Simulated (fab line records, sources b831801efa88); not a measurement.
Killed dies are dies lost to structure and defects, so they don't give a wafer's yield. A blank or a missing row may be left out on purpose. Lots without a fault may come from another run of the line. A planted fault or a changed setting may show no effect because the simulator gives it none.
Chamber matching | flow gf180mcu | GF_V3_CMP_04 on cmp-01: 4 sister chambers
The step polishes SiO2. 14 wafers are shown with their chamber, then 7 later ones without.

WAFERS WITH THEIR CHAMBER
wafer  | chamber | motor_current_A (A) | time_to_endpoint_s (s) | platen_rpm (rpm)
L953.2 | 2       | 12.4                | 83                     | 60.03
L953.4 | 3       | 12.7                | 85                     | 60.01
L953.5 | 2       | 12.1                | 91                     | 59.99
L956.1 | 2       | 12.9                | 78                     | 59.98
L956.2 | 1       | 12.4                | 75                     | 60.00
L956.6 | 3       | 13.2                | 80                     | 60.04
L957.1 | 1       | 12.6                | 79                     | 59.95
L957.3 | 2       | 12.0                | 81                     | 60.02
L957.4 | 3       | 13.8                | 84                     | 60.04
L960.1 | 0       | 11.5                | 76                     | 59.99
L960.5 | 0       | 11.3                | 78                     | 60.03
L960.6 | 3       | 13.3                | 85                     | 59.95
L961.2 | 3       | 13.4                | 76                     | 60.06
L961.4 | 2       | 13.1                | 80                     | 59.97

SIGNATURES (means of the wafers above)
reading            | chamber 0 | chamber 1 | chamber 2 | chamber 3 | scatter within a chamber
motor_current_A    | 11.400    | 12.500    | 12.500    | 13.280    | 0.401
time_to_endpoint_s | 77.00     | 77.00     | 82.60     | 82.00     | 4.16
platen_rpm         | 60.0100   | 59.9750   | 59.9980   | 60.0200   | 0.0348
Rule: a wafer's distance from a chamber is the root of the sum, over the readings, of the square of ((its reading less the chamber's mean) divided by the reading's scatter). The wafer belongs to the nearest chamber; if the next one is less than 2 further off, it can't be placed. The scatter: the root of (the sum of the squares of (reading less its chamber's mean) over the shown wafers, divided by (wafers less chambers)).

WAFERS WITHOUT THEIR CHAMBER
wafer  | motor_current_A (A) | time_to_endpoint_s (s) | platen_rpm (rpm)
L961.5 | 12.5                | 83                     | 59.99
L974.2 | 11.1                | 77                     | 59.95
L974.4 | 13.5                | 88                     | 59.97
L974.5 | 11.2                | 87                     | 60.02
L975.2 | 11.5                | 82                     | 59.98
L975.3 | 11.9                | 77                     | 60.05
L975.6 | 12.9                | 89                     | 60.00

WHICH CHAMBER EACH WENT THROUGH
wafer  | from the rows above          | in truth
L961.5 | can't be placed: 2 or 1 or 3 | 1
L974.2 | can't be placed: 0 or 1      | 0
L974.4 | can't be placed: 3 or 2 or 1 | 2
L974.5 | can't be placed: 0 or 2 or 1 | 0
L975.2 | can't be placed: 0 or 2 or 1 | 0
L975.3 | can't be placed: 0 or 2 or 1 | 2
L975.6 | can't be placed: 2 or 3 or 1 | 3
Placed correctly: 0 of 7. Can't be placed from these rows: 7 (the true chamber is among the candidates in 7). Placed wrongly: 0.
